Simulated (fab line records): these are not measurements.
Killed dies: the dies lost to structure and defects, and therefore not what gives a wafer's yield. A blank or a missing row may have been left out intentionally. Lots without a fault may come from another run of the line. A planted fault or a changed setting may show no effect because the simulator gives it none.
Which tool is to blame? :: flow gf180mcu :: 13 lots, 39 wafers sampled, at 4 steps of a route of 602

== WHAT THE GAUGES READ, wafer by wafer ==
GF_PASSIVATION_BOW_MEAS_14.
lot: L905
measured: day 29 05:07
on: filmMetro-04
PASSIVATION_BOW (um): 132 151 147

lot: L907
measured: day 30 04:43
on: filmMetro-04
PASSIVATION_BOW (um): 124 114 119

lot: L909
measured: day 30 09:23
on: filmMetro-02
PASSIVATION_BOW (um): 143 148 146

lot: L910
measured: day 30 19:47
on: filmMetro-02
PASSIVATION_BOW (um): 148 155 147

lot: L912
measured: day 31 08:05
on: filmMetro-02
PASSIVATION_BOW (um): 128 135 129

lot: L920
measured: day 33 07:49
on: filmMetro-02
PASSIVATION_BOW (um): 136 126 148

lot: L921
measured: day 33 11:43
on: filmMetro-04
PASSIVATION_BOW (um): 147 146 136

lot: L922
measured: day 33 23:22
on: filmMetro-03
PASSIVATION_BOW (um): 138 133 135

lot: L923
measured: day 34 01:28
on: filmMetro-03
PASSIVATION_BOW (um): 134 135 130

lot: L924
measured: day 34 04:00
on: filmMetro-02
PASSIVATION_BOW (um): 171 156 155

lot: L926
measured: day 35 02:38
on: filmMetro-03
PASSIVATION_BOW (um): 133 132 126

lot: L927
measured: day 35 03:34
on: filmMetro-02
PASSIVATION_BOW (um): 147 128 127

lot: L928
measured: day 35 05:20
on: filmMetro-02
PASSIVATION_BOW (um): 147 142 144

== EACH LOT AND THE TOOL THAT RAN IT (in order: tool; ch and the chambers of the sampled wafers; start) ==
lot: L905
GF_MIM_SPUTTER_00: pvdSputter-04, day 24 12:49
GF_V5_CMP_26: cmp-02 ch 0,1, day 27 08:37
GF_TOP_METAL_SPUTTER_02: pvdSputter-02, day 27 09:03

lot: L907
GF_MIM_SPUTTER_00: pvdSputter-02, day 25 16:29
GF_V5_CMP_26: cmp-02 ch 0,1,3, day 28 09:58
GF_TOP_METAL_SPUTTER_02: pvdSputter-02, day 28 10:23

lot: L909
GF_MIM_SPUTTER_00: pvdSputter-04, day 25 21:26
GF_V5_CMP_26: cmp-01 ch 1,2, day 28 15:16
GF_TOP_METAL_SPUTTER_02: pvdSputter-03, day 28 15:38

lot: L910
GF_MIM_SPUTTER_00: pvdSputter-02, day 26 11:19
GF_V5_CMP_26: cmp-01 ch 1,2,3, day 29 02:21
GF_TOP_METAL_SPUTTER_02: pvdSputter-01, day 29 02:44

lot: L912
GF_MIM_SPUTTER_00: pvdSputter-02, day 27 00:46
GF_V5_CMP_26: cmp-01 ch 0,1, day 29 15:54
GF_TOP_METAL_SPUTTER_02: pvdSputter-01, day 29 16:17

lot: L920
GF_MIM_SPUTTER_00: pvdSputter-02, day 29 08:36
GF_V5_CMP_26: cmp-02 ch 0,1,2, day 31 18:43
GF_TOP_METAL_SPUTTER_02: pvdSputter-02, day 31 19:08

lot: L921
GF_MIM_SPUTTER_00: pvdSputter-04, day 29 13:04
GF_V5_CMP_26: cmp-01 ch 0,1,2, day 31 23:20
GF_TOP_METAL_SPUTTER_02: pvdSputter-03, day 31 23:43

lot: L922
GF_MIM_SPUTTER_00: pvdSputter-01, day 30 05:01
GF_V5_CMP_26: cmp-01 ch 2,3, day 32 12:24
GF_TOP_METAL_SPUTTER_02: pvdSputter-01, day 32 12:48

lot: L923
GF_MIM_SPUTTER_00: pvdSputter-04, day 30 05:38
GF_V5_CMP_26: cmp-01 ch 0,1,2, day 32 14:21
GF_TOP_METAL_SPUTTER_02: pvdSputter-02, day 32 14:47

lot: L924
GF_MIM_SPUTTER_00: pvdSputter-04, day 30 08:22
GF_V5_CMP_26: cmp-01 ch 1,2, day 32 16:47
GF_TOP_METAL_SPUTTER_02: pvdSputter-02, day 32 17:13

lot: L926
GF_MIM_SPUTTER_00: pvdSputter-02, day 31 13:56
GF_V5_CMP_26: cmp-02 ch 0,2, day 33 17:41
GF_TOP_METAL_SPUTTER_02: pvdSputter-03, day 33 18:07

lot: L927
GF_MIM_SPUTTER_00: pvdSputter-02, day 31 14:52
GF_V5_CMP_26: cmp-01 ch 0,1,2, day 33 18:33
GF_TOP_METAL_SPUTTER_02: pvdSputter-01, day 33 18:59

lot: L928
GF_MIM_SPUTTER_00: pvdSputter-02, day 31 17:26
GF_V5_CMP_26: cmp-02 ch 1,2,3, day 33 20:21
GF_TOP_METAL_SPUTTER_02: pvdSputter-03, day 33 20:47
- GF_MIM_SPUTTER_00: material Ti, target thk 37.5 nm, time 150 s.
- GF_V5_CMP_26: polishes, stops on SiO2, t overpolish 15 s, target thk 0 nm.
- GF_TOP_METAL_SPUTTER_02: material AlCu, target thk 900 nm, time 47.82 s.

== AS READ BY THE TOOLS THEMSELVES (means over the sampled wafers that have a number; for cases with no such wafer, the mark the record gives instead) ==
GF_MIM_SPUTTER_00.
lot: L905
tool: pvdSputter-04
throttleValvePct (%): 31.1

lot: L907
tool: pvdSputter-02
throttleValvePct (%): 29.8

lot: L909
tool: pvdSputter-04
throttleValvePct (%): 30.6

lot: L910
tool: pvdSputter-02
throttleValvePct (%): 29.8

lot: L912
tool: pvdSputter-02
throttleValvePct (%): 30.7

lot: L920
tool: pvdSputter-02
throttleValvePct (%): 29.9

lot: L921
tool: pvdSputter-04
throttleValvePct (%): 31.5

lot: L922
tool: pvdSputter-01
throttleValvePct (%): 30.4

lot: L923
tool: pvdSputter-04
throttleValvePct (%): 30.7

lot: L924
tool: pvdSputter-04
throttleValvePct (%): 30.8

lot: L926
tool: pvdSputter-02
throttleValvePct (%): 28.6

lot: L927
tool: pvdSputter-02
throttleValvePct (%): 29.9

lot: L928
tool: pvdSputter-02
throttleValvePct (%): 30.8

GF_V5_CMP_26.
lot: L905
tool: cmp-02
motorCurrentA (A): 12.4
overpolishRunS (s): 14.999
timeToEndpointS (s): 91

lot: L907
tool: cmp-02
motorCurrentA (A): 11.9
overpolishRunS (s): 14.994
timeToEndpointS (s): 85

lot: L909
tool: cmp-01
motorCurrentA (A): 9.6
overpolishRunS (s): 15.006
timeToEndpointS (s): 87

lot: L910
tool: cmp-01
motorCurrentA (A): 11.1
overpolishRunS (s): 14.993
timeToEndpointS (s): 82

lot: L912
tool: cmp-01
motorCurrentA (A): 9.3
overpolishRunS (s): 14.993
timeToEndpointS (s): 85

lot: L920
tool: cmp-02
motorCurrentA (A): 11.5
overpolishRunS (s): 15.000
timeToEndpointS (s): 90

lot: L921
tool: cmp-01
motorCurrentA (A): 10.0
overpolishRunS (s): 14.997
timeToEndpointS (s): 87

lot: L922
tool: cmp-01
motorCurrentA (A): 11.9
overpolishRunS (s): 15.007
timeToEndpointS (s): 83

lot: L923
tool: cmp-01
motorCurrentA (A): 9.7
overpolishRunS (s): 15.001
timeToEndpointS (s): 85

lot: L924
tool: cmp-01
motorCurrentA (A): 9.7
overpolishRunS (s): 15.009
timeToEndpointS (s): 84

lot: L926
tool: cmp-02
motorCurrentA (A): 11.3
overpolishRunS (s): 15.005
timeToEndpointS (s): 90

lot: L927
tool: cmp-01
motorCurrentA (A): 10.1
overpolishRunS (s): 15.006
timeToEndpointS (s): 85

lot: L928
tool: cmp-02
motorCurrentA (A): 11.5
overpolishRunS (s): 14.991
timeToEndpointS (s): 82

GF_TOP_METAL_SPUTTER_02.
lot: L905
tool: pvdSputter-02
throttleValvePct (%): 29.9

lot: L907
tool: pvdSputter-02
throttleValvePct (%): 30.9

lot: L909
tool: pvdSputter-03
throttleValvePct (%): 30.4

lot: L910
tool: pvdSputter-01
throttleValvePct (%): 30.0

lot: L912
tool: pvdSputter-01
throttleValvePct (%): 30.0

lot: L920
tool: pvdSputter-02
throttleValvePct (%): 28.7

lot: L921
tool: pvdSputter-03
throttleValvePct (%): 31.5

lot: L922
tool: pvdSputter-01
throttleValvePct (%): 29.9

lot: L923
tool: pvdSputter-02
throttleValvePct (%): 29.7

lot: L924
tool: pvdSputter-02
throttleValvePct (%): 30.8

lot: L926
tool: pvdSputter-03
throttleValvePct (%): 30.7

lot: L927
tool: pvdSputter-01
throttleValvePct (%): 30.3

lot: L928
tool: pvdSputter-03
throttleValvePct (%): 30.3

== THE ANSWER, worked out from the rows above alone ==
Rule: the usual values come from the lots themselves. Put in order of their means at a reading, lots are off if they are a third of the lots or fewer, leave a main group of 4 or more, and stand apart from it by a gap of 3 or more times the standard deviation of the main group's means; of several such gaps the widest counts. If all means in a main group match to the digits the tables above print for the reading, that group is not used. A lot without any number at a reading at which 4 lots or more have one is off too. All remaining lots with rows at the step are treated as sound. The gauges are gone through in route order, then the tools' own readings, and for those a lot's mean is taken as printed above. At the first step where some lot is off, the reading lying furthest off is the one used; lots without a number count as furthest.
No lot is off on any of the readings shown, so nothing can be concluded from this.

== WHAT HAD BEEN PUT IN BY THE SIMULATOR ==
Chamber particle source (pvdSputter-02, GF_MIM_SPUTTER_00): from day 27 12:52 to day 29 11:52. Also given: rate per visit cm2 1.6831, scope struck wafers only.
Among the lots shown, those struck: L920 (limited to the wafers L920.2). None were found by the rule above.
